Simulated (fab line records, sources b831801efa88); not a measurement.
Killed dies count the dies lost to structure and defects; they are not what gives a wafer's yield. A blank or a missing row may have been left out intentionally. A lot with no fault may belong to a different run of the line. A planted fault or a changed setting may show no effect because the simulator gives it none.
Comparing a struck lot with a sound one	flow sky130	22 out of 708 route steps
Sound: these wafers, L604.3, L604.4, L604.5. Wafers L607.2, L607.4, L607.5 were the ones struck. The cause is given at the end.
At each step with rows: each side's tool, then ch and its chambers, then its first start. Under that, the readings that differ: sound wafers	struck wafers	difference of the means	sigmas: that difference in standard deviations of wafers without a fault.
alike: readings whose means differ by less than 2 such deviations, and words and numbers that are the same on both sides. not compared: withheld readings, readings that some wafer has no value for, bounds like >300 that may hide the same value, and numbers for which the record gives no deviation and whose values overlap.
The two part at a step that has a row with sigmas, a row that says differs or no value, or rows on one side only. When numbers do not overlap yet have no deviation, they are printed without sigmas and do not part them. A reading missing from all wafers of one side parts the sides only when that side holds two or more wafers.

first, 1 step without rows for these wafers: SKY_POLY_GATE_OXIDATION_20 (stabilise 600 s, purge 300 s, target thk 4 nm).
SKY_POLY_GATE_THK_MEAS_21:
  sound: film-metro-04 at day 20 01:55; struck: film-metro-03 at day 21 01:13
  alike: POLY_GATE_OXIDATION_THK
SKY_POLY_GATE_CD_MEAS_22:
  sound: cd-sem-02 at day 20 02:01; struck: cd-sem-02 at day 21 01:18
  alike: cd-nm
then, 7 steps without rows for these wafers: SKY_LDD_N_DEHYDRATE_00 (time 60 s); SKY_LDD_N_HMDS_01 (prime time 60 s); SKY_LDD_N_COAT_02 (resist thk 300 nm); SKY_LDD_N_SOFTBAKE_03 (time 60 s); SKY_LDD_N_EXPOSE_04 (exposes mask NTM, target cd 840 nm); SKY_LDD_N_PEB_05; SKY_LDD_N_DEVELOP_06 (develop time 60 s).
SKY_LDD_N_OVL_MEAS_07:
  sound: overlay-02 at day 21 07:26; struck: overlay-02 at day 22 07:41
  alike: LDD_N_OVL
next, for these wafers, 1 step has no rows: SKY_LDD_N_IMPLANT_08.
SKY_LDD_N_IMPLANT_09:
  sound on implanter-04 ch 0, day 21 07:40; struck on implanter-04 ch 0, day 22 07:53
reading	sound	struck	difference	sigmas
dose-ions-cm2	7.505e+13 7.495e+13 7.509e+13	6.402e+13 6.411e+13 6.399e+13	-1.099e+13	-99 or more
faraday-current-uA	427 426 436	358 360 350	-74	-8
then, 6 steps without rows for these wafers: SKY_LDD_N_IMPLANT_10; SKY_LDD_N_IMPLANT_11; SKY_LDD_N_IMPLANT_12; SKY_LDD_N_IMPLANT_13; SKY_LDD_N_IMPLANT_14; SKY_LDD_N_IMPLANT_15.
SKY_LDD_N_STRIP_16: strips in O2/N2.
  sound on plasma-asher-04 ch 0,1, day 21 08:41; struck on plasma-asher-03 ch 0,1, day 22 08:55
reading	sound	struck	difference	sigmas
strip-time-to-endpoint-s (s)	4.312 4.332 4.310	4.246 4.284 4.272	-0.051	-4
  alike: drypump-motor-current-A, oes-product-au
  not compared: rf-hours-counter-h
SKY_LDD_N_TW_MEAS_17:
  sound: film-metro-02 at day 21 08:47; struck: film-metro-03 at day 22 09:02
  alike: LDD_N_TW
-- here the record skips 27 days between the struck wafers' starts before and after, leaving off in module LDD_N and picking up in module PAD_OPEN (first step shown: number 708 of the route) --
SKY_PAD_OPEN_PROBE_99:
  sound: prober-01 at day 48 04:11; struck: prober-01 at day 48 21:41
reading	sound	struck	difference	sigmas
model.etest.tip-n.rs-ohm-sq	443.2 441.8 442.9	450.4 454.8 457.5	+11.6	
  alike: killed_at_M0_to_M3, killed_at_M4_up, killed-at-contacts, killed-at-front-end, killed-at-other, killed-dies, killed-open, killed-short

## WHERE THEY PART
First at SKY_LDD_N_IMPLANT_09; last, within this record, at SKY_LDD_N_STRIP_16. Later steps at which nothing parts them and some readings are alike: SKY_LDD_N_TW_MEAS_17, SKY_PAD_OPEN_PROBE_99.

WHY: whatever the simulator had introduced
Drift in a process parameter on implanter-04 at SKY_LDD_N_IMPLANT_09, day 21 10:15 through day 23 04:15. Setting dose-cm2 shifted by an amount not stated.
